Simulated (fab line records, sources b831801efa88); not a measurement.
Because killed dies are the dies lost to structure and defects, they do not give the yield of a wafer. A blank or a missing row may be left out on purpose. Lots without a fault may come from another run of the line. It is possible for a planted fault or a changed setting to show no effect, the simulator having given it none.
What tool caused it? | flow gf180mcu | 12 lots with 36 wafers sampled at 5 steps, on a route of 602 steps

## WHAT THE GAUGES READ, wafer by wafer
GF_V5_CD_MEAS_14: target cd 260 nm.
lot  | measured     | on        | cd_nm (nm)
L947 | day 27 06:19 | cd_sem-01 | 259.9 259.9 260.3
L949 | day 27 18:20 | cd_sem-01 | 259.9 257.2 258.7
L950 | day 28 02:52 | cd_sem-02 | 260.7 260.4 260.1
L951 | day 28 11:48 | cd_sem-02 | 262.3 261.2 262.1
L955 | day 29 17:28 | cd_sem-01 | 260.8 260.4 259.8
L956 | day 30 05:17 | cd_sem-02 | 260.0 259.4 259.9
L957 | day 30 09:02 | cd_sem-01 | 258.4 259.6 259.5
L958 | day 30 13:37 | cd_sem-02 | 260.7 260.5 259.5
L959 | day 30 22:47 | cd_sem-02 | 262.1 261.8 260.9
L960 | day 31 01:04 | cd_sem-01 | 260.9 261.2 262.0
L966 | day 32 19:51 | cd_sem-01 | 261.7 261.8 262.5
L968 | day 33 04:12 | cd_sem-01 | 264.0 263.5 264.1

## EACH LOT AND THE TOOL THAT RAN IT (in order: tool; ch and the chambers of the sampled wafers; start)
lot  | GF_MIM_SPUTTER_00            | GF_MIM_SPUTTER_01            | GF_MIM_SPUTTER_09            | GF_V5_PEB_12
L947 | pvd_sputter-01, day 24 13:54 | pvd_sputter-01, day 24 14:00 | pvd_sputter-02, day 24 14:17 | litho_track-01 ch 0, day 27 05:58
L949 | pvd_sputter-02, day 25 01:35 | pvd_sputter-02, day 25 01:41 | pvd_sputter-03, day 25 01:58 | litho_track-02 ch 0, day 27 17:59
L950 | pvd_sputter-01, day 25 11:35 | pvd_sputter-01, day 25 11:41 | pvd_sputter-03, day 25 11:58 | litho_track-01 ch 0, day 28 02:31
L951 | pvd_sputter-03, day 25 21:52 | pvd_sputter-03, day 25 21:58 | pvd_sputter-01, day 25 22:16 | litho_track-04 ch 0, day 28 11:28
L955 | pvd_sputter-02, day 27 06:07 | pvd_sputter-02, day 27 06:13 | pvd_sputter-03, day 27 06:31 | litho_track-01 ch 0, day 29 17:07
L956 | pvd_sputter-02, day 27 17:47 | pvd_sputter-02, day 27 17:53 | pvd_sputter-01, day 27 18:10 | litho_track-04 ch 0, day 30 04:58
L957 | pvd_sputter-01, day 27 22:02 | pvd_sputter-01, day 27 22:08 | pvd_sputter-03, day 27 22:25 | litho_track-01 ch 0, day 30 08:41
L958 | pvd_sputter-03, day 28 02:43 | pvd_sputter-03, day 28 02:49 | pvd_sputter-01, day 28 03:07 | litho_track-01 ch 0, day 30 13:19
L959 | pvd_sputter-02, day 28 12:44 | pvd_sputter-02, day 28 12:50 | pvd_sputter-03, day 28 13:07 | litho_track-01 ch 0, day 30 22:26
L960 | pvd_sputter-01, day 28 14:40 | pvd_sputter-01, day 28 14:46 | pvd_sputter-02, day 28 15:03 | litho_track-01 ch 0, day 31 00:43
L966 | pvd_sputter-03, day 30 13:37 | pvd_sputter-03, day 30 13:43 | pvd_sputter-01, day 30 14:00 | litho_track-01 ch 0, day 32 19:32
L968 | pvd_sputter-01, day 30 23:19 | pvd_sputter-01, day 30 23:25 | pvd_sputter-03, day 30 23:42 | litho_track-01 ch 0, day 33 03:46
- GF_MIM_SPUTTER_00: material Ti, target thk 37.5 nm, time 150 s.
- GF_MIM_SPUTTER_01: material TiN, target thk 30 nm, time 25 s.
- GF_MIM_SPUTTER_09: material TiN, target thk 35 nm, time 29.2 s.
- GF_V5_PEB_12: peb time 90 s.

## WHAT THE TOOLS THEMSELVES READ (means of the sampled wafers that have a number; where no wafer has one, the mark that the record gives instead)
GF_MIM_SPUTTER_00.
lot  | tool           | cathode_dc_power_W (W) | throttle_valve_pct (%)
L947 | pvd_sputter-01 | 3999.9                 | 30.2
L949 | pvd_sputter-02 | 4000.5                 | 30.3
L950 | pvd_sputter-01 | 4000.1                 | 29.8
L951 | pvd_sputter-03 | 4000.1                 | 30.4
L955 | pvd_sputter-02 | 4000.2                 | 30.1
L956 | pvd_sputter-02 | 4000.5                 | 31.4
L957 | pvd_sputter-01 | 3999.3                 | 29.8
L958 | pvd_sputter-03 | 4000.0                 | 29.7
L959 | pvd_sputter-02 | 4000.8                 | 31.4
L960 | pvd_sputter-01 | 3999.8                 | 29.7
L966 | pvd_sputter-03 | 3999.8                 | 30.9
L968 | pvd_sputter-01 | 4000.7                 | 28.9

GF_MIM_SPUTTER_01.
lot  | tool           | cathode_dc_power_W (W) | throttle_valve_pct (%)
L947 | pvd_sputter-01 | 6500.6                 | 30.2
L949 | pvd_sputter-02 | 6501.1                 | 30.2
L950 | pvd_sputter-01 | 6498.9                 | 29.8
L951 | pvd_sputter-03 | 6500.1                 | 30.4
L955 | pvd_sputter-02 | 6500.2                 | 30.3
L956 | pvd_sputter-02 | 6500.3                 | 31.3
L957 | pvd_sputter-01 | 6498.3                 | 29.8
L958 | pvd_sputter-03 | 6498.8                 | 29.9
L959 | pvd_sputter-02 | 6500.4                 | 31.3
L960 | pvd_sputter-01 | 6500.4                 | 29.7
L966 | pvd_sputter-03 | 6499.8                 | 30.8
L968 | pvd_sputter-01 | 6500.4                 | 29.1

GF_MIM_SPUTTER_09.
lot  | tool           | cathode_dc_power_W (W) | throttle_valve_pct (%)
L947 | pvd_sputter-02 | 6500.0                 | 29.3
L949 | pvd_sputter-03 | 6499.4                 | 29.2
L950 | pvd_sputter-03 | 6500.5                 | 30.1
L951 | pvd_sputter-01 | 6499.3                 | 29.8
L955 | pvd_sputter-03 | 6500.4                 | 29.0
L956 | pvd_sputter-01 | 6500.3                 | 30.0
L957 | pvd_sputter-03 | 6499.7                 | 30.9
L958 | pvd_sputter-01 | 6500.8                 | 29.4
L959 | pvd_sputter-03 | 6501.0                 | 29.1
L960 | pvd_sputter-02 | 6498.5                 | 30.6
L966 | pvd_sputter-01 | 6499.4                 | 29.4
L968 | pvd_sputter-03 | 6500.3                 | 31.5

GF_V5_PEB_12.
lot  | tool           | exhaust_pa (Pa) | heater_power_total_W (W) | plate_temp_C (C)
L947 | litho_track-01 | 45.6            | 85.69                    | 134.84
L949 | litho_track-02 | 44.1            | 85.66                    | 135.20
L950 | litho_track-01 | 45.5            | 85.64                    | 135.08
L951 | litho_track-04 | 43.7            | 85.69                    | 135.00
L955 | litho_track-01 | 45.0            | 85.73                    | 135.06
L956 | litho_track-04 | 45.3            | 85.75                    | 135.14
L957 | litho_track-01 | 45.3            | 85.63                    | 135.03
L958 | litho_track-01 | 44.8            | 85.80                    | 135.14
L959 | litho_track-01 | 44.8            | 85.66                    | 135.02
L960 | litho_track-01 | 44.8            | 85.65                    | 135.15
L966 | litho_track-01 | 45.3            | 86.79                    | 136.19
L968 | litho_track-01 | 44.7            | 86.74                    | 136.34

## THE ANSWER, worked out from the rows above alone
Rule: the usual values come from the lots themselves. Put in order of their means at a reading, lots are off if they are a third of the lots or fewer, leave a main group of 4 or more, and stand apart from it by a gap of 3 or more times the standard deviation of the main group's means; of several such gaps the widest counts. The tables above print the reading to a certain number of digits; a main group whose means all agree to those digits is not used. Also off: a lot with no number at a reading for which 4 or more lots have one. Where the step has rows for the other lots, those lots are counted as sound. The gauges are gone through in route order, then the tools' own readings, and for those a lot's mean is taken as printed above. At the first step where some lot is off, the reading lying furthest off is the one used; lots without a number count as furthest.
Off: L966, L968 (GF_V5_PEB_12, heater_power_total_W). Main group: mean 85.69 W, sd 0.052.
A tool fits if, at that step or a process step before it, it ran every lot that is off, and no sound lot after the first of them. One candidate fits, namely litho_track-01 at GF_V5_PEB_12. Its last sound lot is L960 (day 31 00:43), its first lot that is off L966 (day 32 19:32): a fault that began between those two fits.
The tool's own readings at GF_V5_PEB_12 bear it out: on the lots that are off they differ by more than 5 times the standard deviation of the sound lots' means. heater_power_total_W reads 86.77 W there against 85.69 W on the sound lots; plate_temp_C reads 136.26 C there against 135.07 C on the sound lots.

## WHAT HAD BEEN PUT IN BY THE SIMULATOR
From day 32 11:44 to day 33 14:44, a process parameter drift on litho_track-01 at GF_V5_PEB_12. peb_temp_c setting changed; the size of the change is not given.
Shown lots that were struck: L966, L968. The rule given above showed the same thing.
